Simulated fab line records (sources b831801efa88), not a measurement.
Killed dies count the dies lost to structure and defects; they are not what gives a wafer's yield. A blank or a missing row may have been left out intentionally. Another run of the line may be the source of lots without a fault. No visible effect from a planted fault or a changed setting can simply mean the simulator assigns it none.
fab line records + flow sky130
[record]
- lots = 15
- wafers = 45
- last-day = 50
route steps=708 shown VT_ADJUST_LVTN@116
lots untouched by any fault: they come from a run of this same line in which no faults occurred
start-h: the number of hours between the record's first day and the start of the first shown wafer of the lot + wait-h: hours since the lot's step before + " the same as in the row above + L1.1+2: one row covering several wafers at once + - value missing, or start not given + * or withheld: withheld + < > ~ a bound
route shown NAME@n: names a module that has steps shown in the file, with the first one's number in the route + usual: average and standard deviation across the fault-free wafers + same: alike in all rows + chamber/n: place in a boat + sites: readings site by site + _std_site: their standard deviation + _edge_site: inner sites' mean taken away from outer sites' mean + radius-mm: how far each site lies from the wafer's centre + mask NAME#n: copy n + behind: the tool/chamber that last shaped the wafer + hold: cause of the lot's hold/its duration in hours/its outcome + device: transistor that didn't switch, given as n, p or np + end of line: the tests these same wafers got at the end of their route + a step with no rows: only its recipe + killed: not the wafer's yield, but the dies lost to structure and defects at the first sort + map: the dies of a wafer, with x for killed, . for not killed, _ for no die there
set.NAME: setting as actually run; set.NAME@STEP: the setting as run at that earlier step + model.NAME: the simulator's own value behind a step, which no gauge read
a sample of lots followed through the steps of the route, with each step as a table and each wafer as a row
services: a tool's chamber out of use, with start hour (start-h, from the record's first day; less than 0 if before it), hours out, and reason
[[steps]]
[step SKY_VT_ADJUST_LVTN_IMPLANT_19]
[recipe]
- species = B
- energy-kev = 30
- dose-cm2 = 6.5e+11
- tilt-deg = withheld
[usual]
- beam-energy-keV = 29.999/0.0084
- beam-on-s = 10.01/0.2
- end-station-pressure-torr = 5e-06/2.7e-07
| lot.wafer | tool         | chamber | start-h | wait-h | beam-energy-keV | beam-on-s | end-station-pressure-torr |
|-----------|--------------|---------|---------|--------|-----------------|-----------|---------------------------|
| L915.2    | implanter-01 | 0       | 163.02  | 0.0    | 29.998          | 9.82      | 5.78e-06                  |
| L915.3    | "            | 0       | "       | "      | 29.993          | 10.04     | 5.12e-06                  |
| L915.6    | "            | 0       | "       | "      | 29.999          | 10.06     | 5.11e-06                  |
| L916.2    | implanter-04 | 0       | 169.32  | 0.0    | 30.004          | 10.01     | 5.33e-06                  |
| L916.4    | "            | 0       | "       | "      | 29.995          | 9.95      | 5.22e-06                  |
| L916.5    | "            | 0       | "       | "      | 29.992          | 9.88      | 5.19e-06                  |
| L920.1    | implanter-04 | 0       | 199.34  | 0.0    | 29.991          | 9.73      | 5.3e-06                   |
| L920.3    | "            | 0       | "       | "      | 29.989          | 9.66      | 5.04e-06                  |
| L920.4    | "            | 0       | "       | "      | 29.984          | 10.19     | 5.26e-06                  |
| L921.4    | implanter-04 | 0       | 201.00  | 0.1    | 29.995          | 9.68      | 5.19e-06                  |
| L921.5    | "            | 0       | "       | "      | 29.993          | 9.84      | 4.68e-06                  |
| L921.6    | "            | 0       | "       | "      | 29.989          | 9.83      | 5.28e-06                  |
| L926.1    | implanter-01 | -       | 239.37  | 0.0    | -               | -         | -                         |
| L926.4    | "            | -       | "       | "      | -               | -         | -                         |
| L926.6    | "            | -       | "       | "      | -               | -         | -                         |
| L927.2    | implanter-04 | -       | 240.80  | 0.0    | -               | -         | -                         |
| L927.5    | "            | -       | "       | "      | -               | -         | -                         |
| L927.6    | "            | -       | "       | "      | -               | -         | -                         |
| L928.1    | implanter-04 | -       | 250.72  | 0.0    | -               | -         | -                         |
| L928.2    | "            | -       | "       | "      | -               | -         | -                         |
| L928.5    | "            | -       | "       | "      | -               | -         | -                         |
| L931.2    | implanter-02 | 0       | 277.45  | 0.0    | 30.005          | 10.34     | 4.85e-06                  |
| L931.3    | "            | 0       | "       | "      | 30.002          | 10.22     | 4.7e-06                   |
| L931.4    | "            | 0       | "       | "      | 30.016          | 10.01     | 4.86e-06                  |
| L932.1    | implanter-02 | 0       | 284.32  | 0.0    | 30.009          | 10.23     | 5.47e-06                  |
| L932.5    | "            | 0       | "       | "      | 30.008          | 10.03     | 5.07e-06                  |
| L932.6    | "            | 0       | "       | "      | 30.003          | 10.03     | 4.61e-06                  |
| L933.1    | implanter-01 | 0       | 286.44  | 0.0    | 30.001          | 9.99      | 4.93e-06                  |
| L933.2    | "            | 0       | "       | "      | 29.997          | 10.36     | 4.97e-06                  |
| L933.4    | "            | 0       | "       | "      | 29.991          | 9.73      | 5.4e-06                   |
| L934.1    | implanter-02 | 0       | 297.02  | 0.0    | 29.994          | 10.12     | 4.69e-06                  |
| L934.5    | "            | 0       | "       | "      | 30.001          | 10.14     | 4.85e-06                  |
| L934.6    | "            | 0       | "       | "      | 30.011          | 10.00     | 5.02e-06                  |
| L935.1    | implanter-01 | 0       | 303.59  | 0.0    | 29.990          | 10.03     | 5.2e-06                   |
| L935.2    | "            | 0       | "       | "      | 29.997          | 9.88      | 5.29e-06                  |
| L935.4    | "            | 0       | "       | "      | 29.997          | 10.28     | 4.76e-06                  |
| L936.1    | implanter-02 | 0       | 309.57  | 0.0    | 29.995          | 10.15     | 5.17e-06                  |
| L936.4    | "            | 0       | "       | "      | 30.010          | 9.99      | 5.04e-06                  |
| L936.6    | "            | 0       | "       | "      | 29.990          | 9.62      | 4.57e-06                  |
| L937.4    | implanter-01 | 0       | 313.30  | 0.1    | 29.993          | 9.86      | 4.74e-06                  |
| L937.5    | "            | 0       | "       | "      | 30.001          | 9.81      | 4.8e-06                   |
| L937.6    | "            | 0       | "       | "      | 29.992          | 10.13     | 5.29e-06                  |
| L938.4    | implanter-02 | 0       | 320.75  | 0.1    | 30.006          | 9.85      | 5.13e-06                  |
| L938.5    | "            | 0       | "       | "      | 29.998          | 10.44     | 5.29e-06                  |
| L938.6    | "            | 0       | "       | "      | 30.006          | 9.94      | 5.15e-06                  |
[step SKY_VT_ADJUST_LVTN_TW_MEAS_21]
[usual]
- VT_ADJUST_LVTN_2_TW = 188.3/3
| lot.wafer | tool          | chamber | start-h | wait-h | VT_ADJUST_LVTN_2_TW |
|-----------|---------------|---------|---------|--------|---------------------|
| L915.2    | film-metro-03 | -       | 163.25  | 0.1    | 187.0               |
| L915.3    | "             | -       | "       | "      | 186.7               |
| L915.6    | "             | -       | "       | "      | 187.8               |
| L916.2    | film-metro-01 | -       | 169.55  | 0.1    | 187.8               |
| L916.4    | "             | -       | "       | "      | 188.1               |
| L916.5    | "             | -       | "       | "      | 187.9               |
| L920.1    | film-metro-04 | -       | 199.59  | 0.1    | 192.5               |
| L920.3    | "             | -       | "       | "      | 192.0               |
| L920.4    | "             | -       | "       | "      | 192.4               |
| L921.4    | film-metro-01 | -       | 201.20  | 0.1    | 186.9               |
| L921.5    | "             | -       | "       | "      | 188.1               |
| L921.6    | "             | -       | "       | "      | 186.5               |
| L926.1    | film-metro-01 | -       | 239.62  | 0.1    | 29.9                |
| L926.4    | "             | -       | "       | "      | 30.0                |
| L926.6    | "             | -       | "       | "      | 30.2                |
| L927.2    | film-metro-04 | -       | 241.03  | 0.1    | 30.7                |
| L927.5    | "             | -       | "       | "      | 30.8                |
| L927.6    | "             | -       | "       | "      | 30.8                |
| L928.1    | film-metro-04 | -       | 250.97  | 0.1    | 30.8                |
| L928.2    | "             | -       | "       | "      | 30.7                |
| L928.5    | "             | -       | "       | "      | 30.8                |
| L931.2    | film-metro-01 | -       | 277.68  | 0.1    | 187.7               |
| L931.3    | "             | -       | "       | "      | 187.9               |
| L931.4    | "             | -       | "       | "      | 187.8               |
| L932.1    | film-metro-03 | -       | 284.57  | 0.1    | 184.3               |
| L932.5    | "             | -       | "       | "      | 184.7               |
| L932.6    | "             | -       | "       | "      | 185.4               |
| L933.1    | film-metro-04 | -       | 286.69  | 0.1    | 190.9               |
| L933.2    | "             | -       | "       | "      | 190.6               |
| L933.4    | "             | -       | "       | "      | 191.0               |
| L934.1    | film-metro-04 | -       | 297.27  | 0.1    | 190.0               |
| L934.5    | "             | -       | "       | "      | 190.8               |
| L934.6    | "             | -       | "       | "      | 190.6               |
| L935.1    | film-metro-04 | -       | 303.84  | 0.1    | 191.2               |
| L935.2    | "             | -       | "       | "      | 190.8               |
| L935.4    | "             | -       | "       | "      | 190.4               |
| L936.1    | film-metro-04 | -       | 309.82  | 0.1    | 191.3               |
| L936.4    | "             | -       | "       | "      | 190.7               |
| L936.6    | "             | -       | "       | "      | 189.7               |
| L937.4    | film-metro-03 | -       | 313.50  | 0.1    | 183.2               |
| L937.5    | "             | -       | "       | "      | 184.1               |
| L937.6    | "             | -       | "       | "      | 183.7               |
| L938.4    | film-metro-03 | -       | 320.95  | 0.1    | 184.4               |
| L938.5    | "             | -       | "       | "      | 184.5               |
| L938.6    | "             | -       | "       | "      | 184.0               |
[[services]]
| tool         | chamber | start-h | hours | kind   |
|--------------|---------|---------|-------|--------|
| implanter-01 | -       | 214.59  | 1.6   | repair |
| implanter-01 | -       | 223.60  | 2.8   | pm     |
| implanter-02 | -       | 244.74  | 2.0   | repair |
| implanter-02 | -       | 286.82  | 4.4   | pm     |
[[key]]
[first-sign]
- step = SKY_VT_ADJUST_LVTN_IMPLANT_19
- reading = tool-record
- direction = missing
[effect]
- step = SKY_VT_ADJUST_LVTN_TW_MEAS_21
- reading = VT_ADJUST_LVTN_2_TW
- direction = down
- sigmas = 53
- usual = 188.3
- struck = 30.5
met-at SKY_VT_ADJUST_LVTN_IMPLANT_19
struck-lots L926,L927,L928
later-rows-left-out L926.1,L926.4,L926.6,L927.2,L927.5,L927.6,L928.1,L928.2,L928.5
sort-left-out L926.1,L926.4,L926.6,L927.2,L927.5,L927.6,L928.1,L928.2,L928.5
tester-left-out L926,L927,L928
onset-between 201.00 239.37
[fault]
- kind = skipped-step-whole
- tool = implanter-01,implanter-04
- chamber = -
- onset-h = 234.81
- steps = SKY_VT_ADJUST_LVTN_IMPLANT_19
- scope = struck-lots-only
// tester-left-out: of these lots the tester's yield and bins aren't shown, on N5 and GAA mostly nor the transistor test; their killed dies are dies lost to structure and defects alone, not to doping, threshold or leakage, so they don't give the yield
// sort-left-out: the simulated sort isn't trusted on such a fault, so these wafers' sort isn't shown, and their yield isn't known
// later-rows-left-out: the simulator's readings of these wafers behind a module that went badly wrong aren't trusted and aren't shown, but for the sort
